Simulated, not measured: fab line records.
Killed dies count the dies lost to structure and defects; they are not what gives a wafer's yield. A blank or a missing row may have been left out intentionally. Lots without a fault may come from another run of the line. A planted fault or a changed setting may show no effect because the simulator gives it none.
Comparing a struck lot with a sound one + flow gf180mcu + 17 out of 602 route steps
Sound: these wafers, L668.1, L668.3, L668.5. Wafers L673.2, L673.3, L673.4 were the ones struck. The cause is given at the end.
Order at every step that has rows: each side's tool, ch and its chambers, its first start. Under that, the readings that differ: sound wafers + struck wafers + difference of the means + sigmas: that difference in standard deviations of wafers without a fault.
alike: readings whose means differ by less than 2 such deviations, and words and numbers that are the same on both sides. not compared: withheld readings, readings that some wafer has no value for, bounds like >300 that may hide the same value, and numbers for which the record gives no deviation and whose values overlap.
A row with sigmas, a row that says differs or no value, or rows on one side alone: a step with any of these is where the two part. Numbers that don't overlap but have no deviation are shown without sigmas and don't part them. A reading that every wafer of one side lacks parts them only if that side has two wafers or more.

first, 2 steps without rows for these wafers: GF_HV_LDD_PEB_44; GF_HV_LDD_DEVELOP_45 (develop time 60 s).
GF_HV_LDD_CD_MEAS_46 targets a cd of 400 nm.
  sound on cd-sem-02 at day 12 17:19; struck on cd-sem-02 at day 14 07:02
  alike: cd-nm
GF_HV_LDD_OVL_MEAS_47:
  sound on overlay-01 at day 12 17:26; struck on overlay-02 at day 14 07:08
  alike: HV_LDD_03_OVL
after that, 1 step had no rows for these wafers: GF_HV_LDD_IMPLANT_48.
GF_HV_LDD_STRIP_49: strips in O2/N2.
  sound on plasma-asher-02 ch 0,1, day 12 17:37; struck on plasma-asher-01 ch 0,1, day 14 07:19
  alike: drypump-motor-current-A, heater-power-w, oes-product-au, strip-time-to-endpoint-s
  not compared: rf-hours-counter-h
GF_HV_LDD_TW_MEAS_50:
  sound on film-metro-03 at day 12 17:43; struck on film-metro-03 at day 14 07:26
  alike: HV_LDD_4_TW
then, 1 step without rows for these wafers: GF_HV_LDD_CLEAN_51 (cleans in SC1/SC2, time 150 s).
GF_HV_LDD_RTA_52: time 10 s.
  sound on rtp-anneal-02 ch 0, day 12 17:53; struck on rtp-anneal-02 ch 0, day 14 07:33
  alike: anneal-temp-c-max, lamp-power-pct, wafer_temp_C_max
GF_HV_LDD_RS_MEAS_53: uses a four-point probe to measure.
  sound on film-metro-02 at day 12 17:57; struck on film-metro-03 at day 14 07:37
  alike: HV_LDD_RS
then, 1 step without rows for these wafers: GF_HV_LDD_CVD_54 (deposits SiO2 from TEOS, target thk 10 nm, time 75 s).
GF_HV_LDD_THK_MEAS_55:
  sound on film-metro-02 at day 12 19:05; struck on film-metro-02 at day 14 08:45
  alike: HV_LDD_CVD_54_THK
GF_HV_LDD_CVD_56: deposits Si3N4 from DCS/NH3, target thk 90 nm, time 1543 s.
  sound on lpcvd-02 ch 1, day 12 19:09; struck on lpcvd-02 ch 0, day 14 08:48
| reading                                  | sound                | struck               | difference | sigmas |
|------------------------------------------|----------------------|----------------------|------------|--------|
| spike-tc-upper-C (C)                     | 770.4 768.6 770.5    | 773.4 774.1 773.4    | +3.8       | +3     |
| susceptor-temp-C (C)                     | 770.19 770.34 770.06 | 772.14 772.17 772.30 | +2.01      | +7     |
| model.Si3N4_of_HV_LDD_CVD_56.thk-nm (nm) | 90.12 90.63 89.96    | 92.61 92.8 92.39     | +2.36      |        |
GF_HV_LDD_THK_MEAS_57:
  sound on film-metro-04 at day 12 20:35; struck on film-metro-02 at day 14 10:14
| reading                | sound          | struck         | difference | sigmas |
|------------------------|----------------|----------------|------------|--------|
| HV_LDD_CVD_56_THK (nm) | 90.1 90.6 90.0 | 92.6 92.9 92.4 | +2.4       | +3     |
GF_HV_LDD_ETCHBACK_58: etches Si3N4 in CH3F/O2, stops on SiO2, time 100 s, target depth 90 nm.
  sound on rie-diel-04 ch 0,2,3, day 12 20:38; struck on rie-diel-04 ch 0,1,3, day 14 10:17
| reading                  | sound             | struck           | difference | sigmas |
|--------------------------|-------------------|------------------|------------|--------|
| model.etch.depth-nm (nm) | 90.12 90.63 89.96 | 92.61 92.8 92.39 | +2.36      |        |
  alike: bias-w, drypump-motor-current-A, oes-product-au, throttle-valve-pct
  not compared: rf-hours-counter-h
then, 1 step without rows for these wafers: GF_NSD_DEHYDRATE_00 (time 60 s).
GF_PASSIVATION_PROBE_99:
  the record holds rows for the sound wafers here (prober-02, day 29 08:14) but none for the struck ones

== WHERE THEY PART ==
First at GF_HV_LDD_CVD_56; last, within this record, at GF_PASSIVATION_PROBE_99.

WHY: whatever the simulator had introduced
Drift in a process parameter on lpcvd-02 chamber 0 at GF_HV_LDD_CVD_56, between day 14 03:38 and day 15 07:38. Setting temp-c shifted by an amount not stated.
